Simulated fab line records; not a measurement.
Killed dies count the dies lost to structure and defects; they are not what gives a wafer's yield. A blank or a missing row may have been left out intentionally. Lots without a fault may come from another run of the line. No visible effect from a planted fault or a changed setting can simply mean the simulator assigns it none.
fab line records || flow gf180mcu
record: {"lots": 14, "wafers": 42, "lastDay": 34}
route steps=602 shown M2@367 V2@383
lots with no fault: from the same line, run without faults
startH: start of the lot's first displayed wafer, in hours after the record's first day || waitH: hours since the lot's step before || " same as the row above || L1.1+2: one row covering several wafers at once || - value missing, or start not given || * or withheld: withheld || < > ~ a bound
route shown NAME@n: names a module that has steps shown in the file, with the first one's number in the route || usual: mean and standard deviation over wafers with no fault || same: alike in all rows || chamber/n: place in a boat || sites: the reading at each site || _std_site: their standard deviation || _edge_site: mean of outer sites minus mean of inner sites || radiusMm: how far each site lies from the wafer's centre || mask NAME#n: copy n || behind: the tool/chamber that last shaped the wafer || hold: cause of the lot's hold/its duration in hours/its outcome || device: the n, p or np transistor that did not switch || end of line: the route-end tests of the same wafers || where a step has no rows: the recipe by itself || killed: dies lost to structure and defects at the first sort, not the wafer's yield || map: the dies of a wafer, with x for killed, . for not killed, _ for no die there
set.NAME: the setting the step ran with; set.NAME@STEP: the setting that earlier step ran with || model.NAME: the simulator's own value behind a step, which no gauge read
a sample of lots followed through the steps of the route, with each step as a table and each wafer as a row
services: the hour from which a tool's chamber was out of use, counted from the record's first day as startH (under 0 if before that day), plus the number of hours and why
== steps ==
step: GF_M2_RS_MEAS_05
recipe: {"thkMeasGauge": "four-point-probe", "reads": "TiN_of_M2_SPUTTER_04+Ti_of_M2_SPUTTER_03+AlCu_of_M2_SPUTTER_02+TiN_of_M2_SPUTTER_01+Ti_of_M2_SPUTTER_00"}
usual: {"M2_ALCU_RS": "0.0698/0.00073"}
{"lot.wafer": "L261.2", "tool": "filmMetro-01", "chamber": "-", "startH": 412.29, "waitH": 0.0, "M2_ALCU_RS[ohm/sq]": 0.0690}
{"lot.wafer": "L261.5", "tool": "filmMetro-01", "chamber": "-", "startH": 412.29, "waitH": 0.0, "M2_ALCU_RS[ohm/sq]": 0.0681}
{"lot.wafer": "L261.6", "tool": "filmMetro-01", "chamber": "-", "startH": 412.29, "waitH": 0.0, "M2_ALCU_RS[ohm/sq]": 0.0698}
{"lot.wafer": "L262.3", "tool": "filmMetro-01", "chamber": "-", "startH": 420.99, "waitH": 0.1, "M2_ALCU_RS[ohm/sq]": 0.0687}
{"lot.wafer": "L262.4", "tool": "filmMetro-01", "chamber": "-", "startH": 420.99, "waitH": 0.1, "M2_ALCU_RS[ohm/sq]": 0.0698}
{"lot.wafer": "L262.5", "tool": "filmMetro-01", "chamber": "-", "startH": 420.99, "waitH": 0.1, "M2_ALCU_RS[ohm/sq]": 0.0689}
{"lot.wafer": "L263.4", "tool": "filmMetro-01", "chamber": "-", "startH": 431.38, "waitH": 0.1, "M2_ALCU_RS[ohm/sq]": 0.0705}
{"lot.wafer": "L263.5", "tool": "filmMetro-01", "chamber": "-", "startH": 431.38, "waitH": 0.1, "M2_ALCU_RS[ohm/sq]": 0.0702}
{"lot.wafer": "L263.6", "tool": "filmMetro-01", "chamber": "-", "startH": 431.38, "waitH": 0.1, "M2_ALCU_RS[ohm/sq]": 0.0704}
{"lot.wafer": "L266.1", "tool": "filmMetro-03", "chamber": "-", "startH": 474.23, "waitH": 0.0, "M2_ALCU_RS[ohm/sq]": 0.0687}
{"lot.wafer": "L266.2", "tool": "filmMetro-03", "chamber": "-", "startH": 474.23, "waitH": 0.0, "M2_ALCU_RS[ohm/sq]": 0.0700}
{"lot.wafer": "L266.5", "tool": "filmMetro-03", "chamber": "-", "startH": 474.23, "waitH": 0.0, "M2_ALCU_RS[ohm/sq]": 0.0698}
{"lot.wafer": "L268.2", "tool": "filmMetro-04", "chamber": "-", "startH": 482.32, "waitH": 0.0, "M2_ALCU_RS[ohm/sq]": 0.0699}
{"lot.wafer": "L268.4", "tool": "filmMetro-04", "chamber": "-", "startH": 482.32, "waitH": 0.0, "M2_ALCU_RS[ohm/sq]": 0.0695}
{"lot.wafer": "L268.6", "tool": "filmMetro-04", "chamber": "-", "startH": 482.32, "waitH": 0.0, "M2_ALCU_RS[ohm/sq]": 0.0702}
{"lot.wafer": "L269.3", "tool": "filmMetro-01", "chamber": "-", "startH": 499.14, "waitH": 0.1, "M2_ALCU_RS[ohm/sq]": 0.0697}
{"lot.wafer": "L269.4", "tool": "filmMetro-01", "chamber": "-", "startH": 499.14, "waitH": 0.1, "M2_ALCU_RS[ohm/sq]": 0.0694}
{"lot.wafer": "L269.5", "tool": "filmMetro-01", "chamber": "-", "startH": 499.14, "waitH": 0.1, "M2_ALCU_RS[ohm/sq]": 0.0694}
{"lot.wafer": "L270.3", "tool": "filmMetro-01", "chamber": "-", "startH": 505.00, "waitH": 0.1, "M2_ALCU_RS[ohm/sq]": 0.0710}
{"lot.wafer": "L270.4", "tool": "filmMetro-01", "chamber": "-", "startH": 505.00, "waitH": 0.1, "M2_ALCU_RS[ohm/sq]": 0.0706}
{"lot.wafer": "L270.5", "tool": "filmMetro-01", "chamber": "-", "startH": 505.00, "waitH": 0.1, "M2_ALCU_RS[ohm/sq]": 0.0704}
{"lot.wafer": "L271.2", "tool": "filmMetro-04", "chamber": "-", "startH": 509.14, "waitH": 0.0, "M2_ALCU_RS[ohm/sq]": 0.0713}
{"lot.wafer": "L271.5", "tool": "filmMetro-04", "chamber": "-", "startH": 509.14, "waitH": 0.0, "M2_ALCU_RS[ohm/sq]": 0.0709}
{"lot.wafer": "L271.6", "tool": "filmMetro-04", "chamber": "-", "startH": 509.14, "waitH": 0.0, "M2_ALCU_RS[ohm/sq]": 0.0707}
{"lot.wafer": "L272.1", "tool": "filmMetro-03", "chamber": "-", "startH": 516.77, "waitH": 0.0, "M2_ALCU_RS[ohm/sq]": 0.0706}
{"lot.wafer": "L272.2", "tool": "filmMetro-03", "chamber": "-", "startH": 516.77, "waitH": 0.0, "M2_ALCU_RS[ohm/sq]": 0.0695}
{"lot.wafer": "L272.5", "tool": "filmMetro-03", "chamber": "-", "startH": 516.77, "waitH": 0.0, "M2_ALCU_RS[ohm/sq]": 0.0701}
{"lot.wafer": "L274.3", "tool": "filmMetro-04", "chamber": "-", "startH": 536.57, "waitH": 0.1, "M2_ALCU_RS[ohm/sq]": 0.0687}
{"lot.wafer": "L274.5", "tool": "filmMetro-04", "chamber": "-", "startH": 536.57, "waitH": 0.1, "M2_ALCU_RS[ohm/sq]": 0.0688}
{"lot.wafer": "L274.6", "tool": "filmMetro-04", "chamber": "-", "startH": 536.57, "waitH": 0.1, "M2_ALCU_RS[ohm/sq]": 0.0691}
{"lot.wafer": "L275.1", "tool": "filmMetro-04", "chamber": "-", "startH": 539.88, "waitH": 0.0, "M2_ALCU_RS[ohm/sq]": 0.0695}
{"lot.wafer": "L275.2", "tool": "filmMetro-04", "chamber": "-", "startH": 539.88, "waitH": 0.0, "M2_ALCU_RS[ohm/sq]": 0.0697}
{"lot.wafer": "L275.6", "tool": "filmMetro-04", "chamber": "-", "startH": 539.88, "waitH": 0.0, "M2_ALCU_RS[ohm/sq]": 0.0699}
{"lot.wafer": "L279.3", "tool": "filmMetro-04", "chamber": "-", "startH": 570.21, "waitH": 0.1, "M2_ALCU_RS[ohm/sq]": 0.0695}
{"lot.wafer": "L279.4", "tool": "filmMetro-04", "chamber": "-", "startH": 570.21, "waitH": 0.1, "M2_ALCU_RS[ohm/sq]": 0.0692}
{"lot.wafer": "L279.6", "tool": "filmMetro-04", "chamber": "-", "startH": 570.21, "waitH": 0.1, "M2_ALCU_RS[ohm/sq]": 0.0693}
{"lot.wafer": "L281.1", "tool": "filmMetro-01", "chamber": "-", "startH": 586.26, "waitH": 0.0, "M2_ALCU_RS[ohm/sq]": 0.0702}
{"lot.wafer": "L281.2", "tool": "filmMetro-01", "chamber": "-", "startH": 586.26, "waitH": 0.0, "M2_ALCU_RS[ohm/sq]": 0.0696}
{"lot.wafer": "L281.3", "tool": "filmMetro-01", "chamber": "-", "startH": 586.26, "waitH": 0.0, "M2_ALCU_RS[ohm/sq]": 0.0699}
{"lot.wafer": "L283.2", "tool": "filmMetro-03", "chamber": "-", "startH": 597.33, "waitH": 0.0, "M2_ALCU_RS[ohm/sq]": 0.0701}
{"lot.wafer": "L283.3", "tool": "filmMetro-03", "chamber": "-", "startH": 597.33, "waitH": 0.0, "M2_ALCU_RS[ohm/sq]": 0.0698}
{"lot.wafer": "L283.6", "tool": "filmMetro-03", "chamber": "-", "startH": 597.33, "waitH": 0.0, "M2_ALCU_RS[ohm/sq]": 0.0696}
step: GF_V2_THK_MEAS_01
recipe: {"reads": "SiO2_of_V2_CVD_00"}
usual: {"V2_CVD_00_THK": "599/5.8"}
{"lot.wafer": "L261.2", "tool": "filmMetro-01", "chamber": "-", "startH": 436.95, "waitH": 0.0, "V2_CVD_00_THK[nm]": 596}
{"lot.wafer": "L261.5", "tool": "filmMetro-01", "chamber": "-", "startH": 436.95, "waitH": 0.0, "V2_CVD_00_THK[nm]": 601}
{"lot.wafer": "L261.6", "tool": "filmMetro-01", "chamber": "-", "startH": 436.95, "waitH": 0.0, "V2_CVD_00_THK[nm]": 598}
{"lot.wafer": "L262.3", "tool": "filmMetro-01", "chamber": "-", "startH": 446.24, "waitH": 0.1, "V2_CVD_00_THK[nm]": 605}
{"lot.wafer": "L262.4", "tool": "filmMetro-01", "chamber": "-", "startH": 446.24, "waitH": 0.1, "V2_CVD_00_THK[nm]": 601}
{"lot.wafer": "L262.5", "tool": "filmMetro-01", "chamber": "-", "startH": 446.24, "waitH": 0.1, "V2_CVD_00_THK[nm]": 603}
{"lot.wafer": "L263.4", "tool": "filmMetro-02", "chamber": "-", "startH": 456.56, "waitH": 0.0, "V2_CVD_00_THK[nm]": 588}
{"lot.wafer": "L263.5", "tool": "filmMetro-02", "chamber": "-", "startH": 456.56, "waitH": 0.0, "V2_CVD_00_THK[nm]": 584}
{"lot.wafer": "L263.6", "tool": "filmMetro-02", "chamber": "-", "startH": 456.56, "waitH": 0.0, "V2_CVD_00_THK[nm]": 591}
{"lot.wafer": "L266.1", "tool": "filmMetro-01", "chamber": "-", "startH": 499.39, "waitH": 0.0, "V2_CVD_00_THK[nm]": 597}
{"lot.wafer": "L266.2", "tool": "filmMetro-01", "chamber": "-", "startH": 499.39, "waitH": 0.0, "V2_CVD_00_THK[nm]": 599}
{"lot.wafer": "L266.5", "tool": "filmMetro-01", "chamber": "-", "startH": 499.39, "waitH": 0.0, "V2_CVD_00_THK[nm]": 602}
{"lot.wafer": "L268.2", "tool": "filmMetro-01", "chamber": "-", "startH": 506.68, "waitH": 0.0, "V2_CVD_00_THK[nm]": 605}
{"lot.wafer": "L268.4", "tool": "filmMetro-01", "chamber": "-", "startH": 506.68, "waitH": 0.0, "V2_CVD_00_THK[nm]": 595}
{"lot.wafer": "L268.6", "tool": "filmMetro-01", "chamber": "-", "startH": 506.68, "waitH": 0.0, "V2_CVD_00_THK[nm]": 603}
{"lot.wafer": "L269.3", "tool": "filmMetro-01", "chamber": "-", "startH": 523.53, "waitH": 0.1, "V2_CVD_00_THK[nm]": 605}
{"lot.wafer": "L269.4", "tool": "filmMetro-01", "chamber": "-", "startH": 523.53, "waitH": 0.1, "V2_CVD_00_THK[nm]": 604}
{"lot.wafer": "L269.5", "tool": "filmMetro-01", "chamber": "-", "startH": 523.53, "waitH": 0.1, "V2_CVD_00_THK[nm]": 601}
{"lot.wafer": "L270.3", "tool": "filmMetro-01", "chamber": "-", "startH": 529.03, "waitH": 0.1, "V2_CVD_00_THK[nm]": 603}
{"lot.wafer": "L270.4", "tool": "filmMetro-01", "chamber": "-", "startH": 529.03, "waitH": 0.1, "V2_CVD_00_THK[nm]": 598}
{"lot.wafer": "L270.5", "tool": "filmMetro-01", "chamber": "-", "startH": 529.03, "waitH": 0.1, "V2_CVD_00_THK[nm]": 598}
{"lot.wafer": "L271.2", "tool": "filmMetro-04", "chamber": "-", "startH": 533.73, "waitH": 0.0, "V2_CVD_00_THK[nm]": 593}
{"lot.wafer": "L271.5", "tool": "filmMetro-04", "chamber": "-", "startH": 533.73, "waitH": 0.0, "V2_CVD_00_THK[nm]": 600}
{"lot.wafer": "L271.6", "tool": "filmMetro-04", "chamber": "-", "startH": 533.73, "waitH": 0.0, "V2_CVD_00_THK[nm]": 594}
{"lot.wafer": "L272.1", "tool": "filmMetro-04", "chamber": "-", "startH": 540.67, "waitH": 0.0, "V2_CVD_00_THK[nm]": 606}
{"lot.wafer": "L272.2", "tool": "filmMetro-04", "chamber": "-", "startH": 540.67, "waitH": 0.0, "V2_CVD_00_THK[nm]": 607}
{"lot.wafer": "L272.5", "tool": "filmMetro-04", "chamber": "-", "startH": 540.67, "waitH": 0.0, "V2_CVD_00_THK[nm]": 600}
{"lot.wafer": "L274.3", "tool": "filmMetro-04", "chamber": "-", "startH": 559.68, "waitH": 0.1, "V2_CVD_00_THK[nm]": 597}
{"lot.wafer": "L274.5", "tool": "filmMetro-04", "chamber": "-", "startH": 559.68, "waitH": 0.1, "V2_CVD_00_THK[nm]": 595}
{"lot.wafer": "L274.6", "tool": "filmMetro-04", "chamber": "-", "startH": 559.68, "waitH": 0.1, "V2_CVD_00_THK[nm]": 590}
{"lot.wafer": "L275.1", "tool": "filmMetro-02", "chamber": "-", "startH": 562.95, "waitH": 0.0, "V2_CVD_00_THK[nm]": 592}
{"lot.wafer": "L275.2", "tool": "filmMetro-02", "chamber": "-", "startH": 562.95, "waitH": 0.0, "V2_CVD_00_THK[nm]": 598}
{"lot.wafer": "L275.6", "tool": "filmMetro-02", "chamber": "-", "startH": 562.95, "waitH": 0.0, "V2_CVD_00_THK[nm]": 602}
{"lot.wafer": "L279.3", "tool": "filmMetro-01", "chamber": "-", "startH": 592.08, "waitH": 0.1, "V2_CVD_00_THK[nm]": 592}
{"lot.wafer": "L279.4", "tool": "filmMetro-01", "chamber": "-", "startH": 592.08, "waitH": 0.1, "V2_CVD_00_THK[nm]": 592}
{"lot.wafer": "L279.6", "tool": "filmMetro-01", "chamber": "-", "startH": 592.08, "waitH": 0.1, "V2_CVD_00_THK[nm]": 598}
{"lot.wafer": "L281.1", "tool": "filmMetro-02", "chamber": "-", "startH": 607.70, "waitH": 0.0, "V2_CVD_00_THK[nm]": 615}
{"lot.wafer": "L281.2", "tool": "filmMetro-02", "chamber": "-", "startH": 607.70, "waitH": 0.0, "V2_CVD_00_THK[nm]": 610}
{"lot.wafer": "L281.3", "tool": "filmMetro-02", "chamber": "-", "startH": 607.70, "waitH": 0.0, "V2_CVD_00_THK[nm]": 604}
{"lot.wafer": "L283.2", "tool": "filmMetro-04", "chamber": "-", "startH": 619.53, "waitH": 0.0, "V2_CVD_00_THK[nm]": 603}
{"lot.wafer": "L283.3", "tool": "filmMetro-04", "chamber": "-", "startH": 619.53, "waitH": 0.0, "V2_CVD_00_THK[nm]": 602}
{"lot.wafer": "L283.6", "tool": "filmMetro-04", "chamber": "-", "startH": 619.53, "waitH": 0.0, "V2_CVD_00_THK[nm]": 600}
step: GF_V2_PEB_12
recipe: {"pebTempC": 135.8, "pebTimeS": 90, "resist": "KrF"}
usual: {"chillPlateTempC": "22.98/0.12", "exhaustPa": "45.0/0.89"}
{"lot.wafer": "L261.2", "tool": "lithoTrack-04", "chamber": 0, "startH": 461.35, "waitH": "-", "chillPlateTempC": 23.05, "exhaustPa": 44.5}
{"lot.wafer": "L261.5", "tool": "lithoTrack-04", "chamber": 0, "startH": 461.35, "waitH": "-", "chillPlateTempC": 23.11, "exhaustPa": 45.7}
{"lot.wafer": "L261.6", "tool": "lithoTrack-04", "chamber": 0, "startH": 461.35, "waitH": "-", "chillPlateTempC": 22.94, "exhaustPa": 44.4}
{"lot.wafer": "L262.3", "tool": "lithoTrack-01", "chamber": 0, "startH": 471.21, "waitH": "-", "chillPlateTempC": 23.04, "exhaustPa": 45.6}
{"lot.wafer": "L262.4", "tool": "lithoTrack-01", "chamber": 0, "startH": 471.21, "waitH": "-", "chillPlateTempC": 23.20, "exhaustPa": 43.5}
{"lot.wafer": "L262.5", "tool": "lithoTrack-01", "chamber": 0, "startH": 471.21, "waitH": "-", "chillPlateTempC": 23.01, "exhaustPa": 45.9}
{"lot.wafer": "L263.4", "tool": "lithoTrack-01", "chamber": 0, "startH": 481.29, "waitH": "-", "chillPlateTempC": 22.95, "exhaustPa": 42.9}
{"lot.wafer": "L263.5", "tool": "lithoTrack-01", "chamber": 0, "startH": 481.29, "waitH": "-", "chillPlateTempC": 22.89, "exhaustPa": 43.9}
{"lot.wafer": "L263.6", "tool": "lithoTrack-01", "chamber": 0, "startH": 481.29, "waitH": "-", "chillPlateTempC": 23.01, "exhaustPa": 44.0}
{"lot.wafer": "L266.1", "tool": "lithoTrack-03", "chamber": 0, "startH": 523.27, "waitH": "-", "chillPlateTempC": 23.07, "exhaustPa": 45.1}
{"lot.wafer": "L266.2", "tool": "lithoTrack-03", "chamber": 0, "startH": 523.27, "waitH": "-", "chillPlateTempC": 23.08, "exhaustPa": 45.8}
{"lot.wafer": "L266.5", "tool": "lithoTrack-03", "chamber": 0, "startH": 523.27, "waitH": "-", "chillPlateTempC": 22.91, "exhaustPa": 46.8}
{"lot.wafer": "L268.2", "tool": "lithoTrack-04", "chamber": 0, "startH": 529.80, "waitH": "-", "chillPlateTempC": 22.97, "exhaustPa": 45.6}
{"lot.wafer": "L268.4", "tool": "lithoTrack-04", "chamber": 0, "startH": 529.80, "waitH": "-", "chillPlateTempC": 22.89, "exhaustPa": 45.5}
{"lot.wafer": "L268.6", "tool": "lithoTrack-04", "chamber": 0, "startH": 529.80, "waitH": "-", "chillPlateTempC": 22.84, "exhaustPa": 44.5}
{"lot.wafer": "L269.3", "tool": "lithoTrack-04", "chamber": 0, "startH": 546.28, "waitH": "-", "chillPlateTempC": 22.92, "exhaustPa": 44.4}
{"lot.wafer": "L269.4", "tool": "lithoTrack-04", "chamber": 0, "startH": 546.28, "waitH": "-", "chillPlateTempC": 23.09, "exhaustPa": 44.4}
{"lot.wafer": "L269.5", "tool": "lithoTrack-04", "chamber": 0, "startH": 546.28, "waitH": "-", "chillPlateTempC": 23.06, "exhaustPa": 44.4}
{"lot.wafer": "L270.3", "tool": "lithoTrack-04", "chamber": 0, "startH": 552.18, "waitH": "-", "chillPlateTempC": 22.83, "exhaustPa": 45.9}
{"lot.wafer": "L270.4", "tool": "lithoTrack-04", "chamber": 0, "startH": 552.18, "waitH": "-", "chillPlateTempC": 22.82, "exhaustPa": 45.4}
{"lot.wafer": "L270.5", "tool": "lithoTrack-04", "chamber": 0, "startH": 552.18, "waitH": "-", "chillPlateTempC": 22.70, "exhaustPa": 45.0}
{"lot.wafer": "L271.2", "tool": "lithoTrack-04", "chamber": "-", "startH": 556.65, "waitH": "-", "chillPlateTempC": "-", "exhaustPa": "-"}
{"lot.wafer": "L271.5", "tool": "lithoTrack-04", "chamber": "-", "startH": 556.65, "waitH": "-", "chillPlateTempC": "-", "exhaustPa": "-"}
{"lot.wafer": "L271.6", "tool": "lithoTrack-04", "chamber": "-", "startH": 556.65, "waitH": "-", "chillPlateTempC": "-", "exhaustPa": "-"}
{"lot.wafer": "L272.1", "tool": "lithoTrack-04", "chamber": "-", "startH": 563.57, "waitH": "-", "chillPlateTempC": "-", "exhaustPa": "-"}
{"lot.wafer": "L272.2", "tool": "lithoTrack-04", "chamber": "-", "startH": 563.57, "waitH": "-", "chillPlateTempC": "-", "exhaustPa": "-"}
{"lot.wafer": "L272.5", "tool": "lithoTrack-04", "chamber": "-", "startH": 563.57, "waitH": "-", "chillPlateTempC": "-", "exhaustPa": "-"}
{"lot.wafer": "L274.3", "tool": "lithoTrack-03", "chamber": 0, "startH": 581.84, "waitH": "-", "chillPlateTempC": 22.94, "exhaustPa": 43.8}
{"lot.wafer": "L274.5", "tool": "lithoTrack-03", "chamber": 0, "startH": 581.84, "waitH": "-", "chillPlateTempC": 23.08, "exhaustPa": 44.5}
{"lot.wafer": "L274.6", "tool": "lithoTrack-03", "chamber": 0, "startH": 581.84, "waitH": "-", "chillPlateTempC": 22.99, "exhaustPa": 44.9}
{"lot.wafer": "L275.1", "tool": "lithoTrack-01", "chamber": 0, "startH": 584.54, "waitH": "-", "chillPlateTempC": 23.01, "exhaustPa": 44.9}
{"lot.wafer": "L275.2", "tool": "lithoTrack-01", "chamber": 0, "startH": 584.54, "waitH": "-", "chillPlateTempC": 23.03, "exhaustPa": 45.8}
{"lot.wafer": "L275.6", "tool": "lithoTrack-01", "chamber": 0, "startH": 584.54, "waitH": "-", "chillPlateTempC": 23.07, "exhaustPa": 45.2}
{"lot.wafer": "L279.3", "tool": "lithoTrack-01", "chamber": 0, "startH": 613.40, "waitH": "-", "chillPlateTempC": 22.84, "exhaustPa": 45.4}
{"lot.wafer": "L279.4", "tool": "lithoTrack-01", "chamber": 0, "startH": 613.40, "waitH": "-", "chillPlateTempC": 23.07, "exhaustPa": 44.4}
{"lot.wafer": "L279.6", "tool": "lithoTrack-01", "chamber": 0, "startH": 613.40, "waitH": "-", "chillPlateTempC": 23.12, "exhaustPa": 45.5}
{"lot.wafer": "L281.1", "tool": "lithoTrack-03", "chamber": 0, "startH": 628.32, "waitH": "-", "chillPlateTempC": 23.03, "exhaustPa": 44.3}
{"lot.wafer": "L281.2", "tool": "lithoTrack-03", "chamber": 0, "startH": 628.32, "waitH": "-", "chillPlateTempC": 22.86, "exhaustPa": 45.1}
{"lot.wafer": "L281.3", "tool": "lithoTrack-03", "chamber": 0, "startH": 628.32, "waitH": "-", "chillPlateTempC": 22.97, "exhaustPa": 44.3}
{"lot.wafer": "L283.2", "tool": "lithoTrack-03", "chamber": 0, "startH": 640.26, "waitH": "-", "chillPlateTempC": 22.98, "exhaustPa": 45.5}
{"lot.wafer": "L283.3", "tool": "lithoTrack-03", "chamber": 0, "startH": 640.26, "waitH": "-", "chillPlateTempC": 22.95, "exhaustPa": 45.8}
{"lot.wafer": "L283.6", "tool": "lithoTrack-03", "chamber": 0, "startH": 640.26, "waitH": "-", "chillPlateTempC": 23.06, "exhaustPa": 46.7}
step: GF_V2_CVD_23
recipe: {"material": "W", "targetThkNm": 350, "timeS": 104.94, "tempC": 400, "pressureTorr": 40}
usual: {"heaterPowerW": "841/28"}
{"lot.wafer": "L261.2", "tool": "cvdW-02", "chamber": 0, "startH": 462.59, "waitH": 0.0, "heaterPowerW": 845}
{"lot.wafer": "L261.5", "tool": "cvdW-02", "chamber": 0, "startH": 462.59, "waitH": 0.0, "heaterPowerW": 834}
{"lot.wafer": "L261.6", "tool": "cvdW-02", "chamber": 1, "startH": 462.59, "waitH": 0.0, "heaterPowerW": 821}
{"lot.wafer": "L262.3", "tool": "cvdW-02", "chamber": 1, "startH": 472.44, "waitH": 0.1, "heaterPowerW": 841}
{"lot.wafer": "L262.4", "tool": "cvdW-02", "chamber": 0, "startH": 472.44, "waitH": 0.1, "heaterPowerW": 847}
{"lot.wafer": "L262.5", "tool": "cvdW-02", "chamber": 1, "startH": 472.44, "waitH": 0.1, "heaterPowerW": 822}
{"lot.wafer": "L263.4", "tool": "cvdW-02", "chamber": 1, "startH": 482.52, "waitH": 0.1, "heaterPowerW": 832}
{"lot.wafer": "L263.5", "tool": "cvdW-02", "chamber": 0, "startH": 482.52, "waitH": 0.1, "heaterPowerW": 847}
{"lot.wafer": "L263.6", "tool": "cvdW-02", "chamber": 1, "startH": 482.52, "waitH": 0.1, "heaterPowerW": 822}
{"lot.wafer": "L266.1", "tool": "cvdW-02", "chamber": 0, "startH": 524.55, "waitH": 0.0, "heaterPowerW": 867}
{"lot.wafer": "L266.2", "tool": "cvdW-02", "chamber": 1, "startH": 524.55, "waitH": 0.0, "heaterPowerW": 814}
{"lot.wafer": "L266.5", "tool": "cvdW-02", "chamber": 0, "startH": 524.55, "waitH": 0.0, "heaterPowerW": 853}
{"lot.wafer": "L268.2", "tool": "cvdW-01", "chamber": 1, "startH": 531.08, "waitH": 0.0, "heaterPowerW": 878}
{"lot.wafer": "L268.4", "tool": "cvdW-01", "chamber": 0, "startH": 531.08, "waitH": 0.0, "heaterPowerW": 809}
{"lot.wafer": "L268.6", "tool": "cvdW-01", "chamber": 1, "startH": 531.08, "waitH": 0.0, "heaterPowerW": 867}
{"lot.wafer": "L269.3", "tool": "cvdW-02", "chamber": 1, "startH": 547.52, "waitH": 0.1, "heaterPowerW": 836}
{"lot.wafer": "L269.4", "tool": "cvdW-02", "chamber": 0, "startH": 547.52, "waitH": 0.1, "heaterPowerW": 860}
{"lot.wafer": "L269.5", "tool": "cvdW-02", "chamber": 1, "startH": 547.52, "waitH": 0.1, "heaterPowerW": 812}
{"lot.wafer": "L270.3", "tool": "cvdW-01", "chamber": 0, "startH": 553.42, "waitH": 0.1, "heaterPowerW": 803}
{"lot.wafer": "L270.4", "tool": "cvdW-01", "chamber": 1, "startH": 553.42, "waitH": 0.1, "heaterPowerW": 885}
{"lot.wafer": "L270.5", "tool": "cvdW-01", "chamber": 1, "startH": 553.42, "waitH": 0.1, "heaterPowerW": 877}
{"lot.wafer": "L271.2", "tool": "cvdW-01", "chamber": 0, "startH": 557.93, "waitH": 0.0, "heaterPowerW": 798}
{"lot.wafer": "L271.5", "tool": "cvdW-01", "chamber": 1, "startH": 557.93, "waitH": 0.0, "heaterPowerW": 879}
{"lot.wafer": "L271.6", "tool": "cvdW-01", "chamber": 0, "startH": 557.93, "waitH": 0.0, "heaterPowerW": 831}
{"lot.wafer": "L272.1", "tool": "cvdW-01", "chamber": 0, "startH": 565.18, "waitH": 0.0, "heaterPowerW": 820}
{"lot.wafer": "L272.2", "tool": "cvdW-01", "chamber": 1, "startH": 565.18, "waitH": 0.0, "heaterPowerW": 901}
{"lot.wafer": "L272.5", "tool": "cvdW-01", "chamber": 0, "startH": 565.18, "waitH": 0.0, "heaterPowerW": 819}
{"lot.wafer": "L274.3", "tool": "cvdW-01", "chamber": 0, "startH": 583.08, "waitH": 0.1, "heaterPowerW": 796}
{"lot.wafer": "L274.5", "tool": "cvdW-01", "chamber": 1, "startH": 583.08, "waitH": 0.1, "heaterPowerW": 868}
{"lot.wafer": "L274.6", "tool": "cvdW-01", "chamber": 0, "startH": 583.08, "waitH": 0.1, "heaterPowerW": 826}
{"lot.wafer": "L275.1", "tool": "cvdW-01", "chamber": 0, "startH": 585.82, "waitH": 0.0, "heaterPowerW": 787}
{"lot.wafer": "L275.2", "tool": "cvdW-01", "chamber": 1, "startH": 585.82, "waitH": 0.0, "heaterPowerW": 891}
{"lot.wafer": "L275.6", "tool": "cvdW-01", "chamber": 0, "startH": 585.82, "waitH": 0.0, "heaterPowerW": 800}
{"lot.wafer": "L279.3", "tool": "cvdW-01", "chamber": 1, "startH": 614.67, "waitH": 0.1, "heaterPowerW": 887}
{"lot.wafer": "L279.4", "tool": "cvdW-01", "chamber": 0, "startH": 614.67, "waitH": 0.1, "heaterPowerW": 847}
{"lot.wafer": "L279.6", "tool": "cvdW-01", "chamber": 0, "startH": 614.67, "waitH": 0.1, "heaterPowerW": 824}
{"lot.wafer": "L281.1", "tool": "cvdW-02", "chamber": 0, "startH": 629.59, "waitH": 0.0, "heaterPowerW": 846}
{"lot.wafer": "L281.2", "tool": "cvdW-02", "chamber": 1, "startH": 629.59, "waitH": 0.0, "heaterPowerW": 799}
{"lot.wafer": "L281.3", "tool": "cvdW-02", "chamber": 0, "startH": 629.59, "waitH": 0.0, "heaterPowerW": 842}
{"lot.wafer": "L283.2", "tool": "cvdW-01", "chamber": 0, "startH": 641.49, "waitH": 0.0, "heaterPowerW": 836}
{"lot.wafer": "L283.3", "tool": "cvdW-01", "chamber": 1, "startH": 641.49, "waitH": 0.0, "heaterPowerW": 861}
{"lot.wafer": "L283.6", "tool": "cvdW-01", "chamber": 1, "startH": 641.49, "waitH": 0.0, "heaterPowerW": 878}
== services ==
{"tool": "cvdW-02", "chamber": "-", "startH": 474.01, "hours": 6.9, "kind": "pm"}
{"tool": "cvdW-01", "chamber": 0, "startH": 477.37, "hours": 3.2, "kind": "repair"}
{"tool": "lithoTrack-01", "chamber": "-", "startH": 489.07, "hours": "-", "kind": "consumableReplace:filter"}
{"tool": "cvdW-02", "chamber": 0, "startH": 526.88, "hours": 2.6, "kind": "repair"}
{"tool": "cvdW-02", "chamber": "-", "startH": 580.09, "hours": 6.0, "kind": "pm"}
{"tool": "cvdW-01", "chamber": 1, "startH": 580.34, "hours": 1.2, "kind": "repair"}
{"tool": "lithoTrack-01", "chamber": "-", "startH": 589.46, "hours": "-", "kind": "consumableReplace:filter"}
{"tool": "cvdW-02", "chamber": "-", "startH": 614.17, "hours": 1.3, "kind": "repair"}
== key ==
firstSign: {"step": "GF_V2_PEB_12", "reading": "toolRecord", "direction": "missing"}
effect none on later readings
metAt GF_V2_PEB_12
struckLots L271,L272
laterRowsLeftOut L271.2,L271.5,L271.6,L272.1,L272.2,L272.5
sortLeftOut L271.2,L271.5,L271.6,L272.1,L272.2,L272.5
notActingAt GF_M2_RS_MEAS_05,GF_V2_THK_MEAS_01,GF_V2_CVD_23
onsetBetween 552.18 556.65
fault: {"kind": "skippedStepWhole", "tool": "lithoTrack-04", "chamber": "-", "onsetH": 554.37, "steps": "GF_V2_PEB_12", "scope": "struckLotsOnly"}
sortLeftOut: the simulated sort isn't trusted on such a fault, so these wafers' sort isn't shown, and their yield isn't known
laterRowsLeftOut: the simulator's readings of these wafers behind a module that went badly wrong aren't trusted and aren't shown, but for the sort
